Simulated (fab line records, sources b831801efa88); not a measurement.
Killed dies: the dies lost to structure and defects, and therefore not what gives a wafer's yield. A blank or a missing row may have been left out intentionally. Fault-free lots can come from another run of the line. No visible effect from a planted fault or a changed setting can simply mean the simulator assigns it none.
A struck lot beside a sound one / flow sky130 / 15 out of 708 route steps
Sound: the wafers L894.2, L894.3, L894.5. Struck: wafers L896.1, L896.4, L896.6. At the end, the cause is stated.
At each step with rows: each side's tool, then ch and its chambers, then its first start. Under that, the readings that differ: sound wafers / struck wafers / difference of the means / sigmas: that difference in standard deviations of wafers without a fault.
alike: words and numbers the same on both sides, and readings whose means are apart by under 2 such deviations; not compared: readings that were withheld, readings missing a value for some wafer, numbers with overlapping values and no deviation given by the record, and bounds like >300 which may hide the same value.
A row with sigmas, a row that says differs or no value, or rows on one side alone: a step with any of these is where the two part. Numbers that don't overlap but have no deviation are shown without sigmas and don't part them. A reading missing from all wafers of one side parts the sides only when that side holds two or more wafers.

first, 5 steps without rows for these wafers: SKY_VIA4_COAT_06 (resist thk 1140 nm); SKY_VIA4_SOFTBAKE_07 (time 60 s); SKY_VIA4_EXPOSE_08 (exposes mask VIM4, target cd 800 nm); SKY_VIA4_PEB_09; SKY_VIA4_DEVELOP_10 (develop time 60 s).
SKY_VIA4_OVL_MEAS_11:
  sound on overlay-01 at day 43 03:41; struck on overlay-02 at day 43 18:23
  alike: VIA4_OVL
SKY_VIA4_ETCH_12: etches SiO2 in C4F8/O2/Ar, stops on TiN, target depth 580 nm.
  sound on rieDiel-03 ch 0,1,2, day 43 03:43; struck on rieDiel-02 ch 1,2, day 43 18:25
  alike: oesProductAu, rfFwdPowerW
SKY_VIA4_STRIP_13: strips in O2/N2.
  sound on plasmaAsher-03 ch 0,1, day 43 03:48; struck on plasmaAsher-03 ch 0,1, day 43 18:30
  alike: drypumpMotorCurrentA, oesProductAu, stripTimeToEndpointS
  not compared: rfHoursCounterH
then, 3 steps without rows for these wafers: SKY_VIA4_STRIP_14 (strips in post etch residue remover, time 1200 s); SKY_VIA4_CLEAN_15 (cleans in IPA, time 180 s); SKY_VIA4_CLEAN_16 (cleans in O3/DIW).
SKY_VIA4_SPUTTER_17: material TiN, target thk 20 nm, time 80 s.
  sound on pvdSputter-02 at day 43 04:23; struck on pvdSputter-03 at day 43 19:05
  alike: throttleValvePct
SKY_VIA4_CVD_18: deposits W, target thk 505 nm, time 152.14 s.
  sound on cvdW-02 ch 0,1, day 43 04:28; struck on cvdW-02 ch 0,1, day 43 19:28
  alike: chamberPressureTorr, heaterPowerW
SKY_VIA4_RS_MEAS_19: measures by four-point-probe.
  sound on filmMetro-02 at day 43 04:38; struck on filmMetro-04 at day 43 19:55
reading=VIA4_W_RS (ohm/sq); sound=0.219 0.219 0.226; struck=0.109 0.108 0.113; difference=-0.111; sigmas=-26
SKY_PAD_OPEN_PROBE_99:
  sound wafers here have rows in the record (prober-01, day 46 03:10); struck ones have none

== WHERE THEY PART ==
Last at SKY_PAD_OPEN_PROBE_99 as far as this record goes, first at SKY_VIA4_RS_MEAS_19.

WHY: what had been put in by the simulator
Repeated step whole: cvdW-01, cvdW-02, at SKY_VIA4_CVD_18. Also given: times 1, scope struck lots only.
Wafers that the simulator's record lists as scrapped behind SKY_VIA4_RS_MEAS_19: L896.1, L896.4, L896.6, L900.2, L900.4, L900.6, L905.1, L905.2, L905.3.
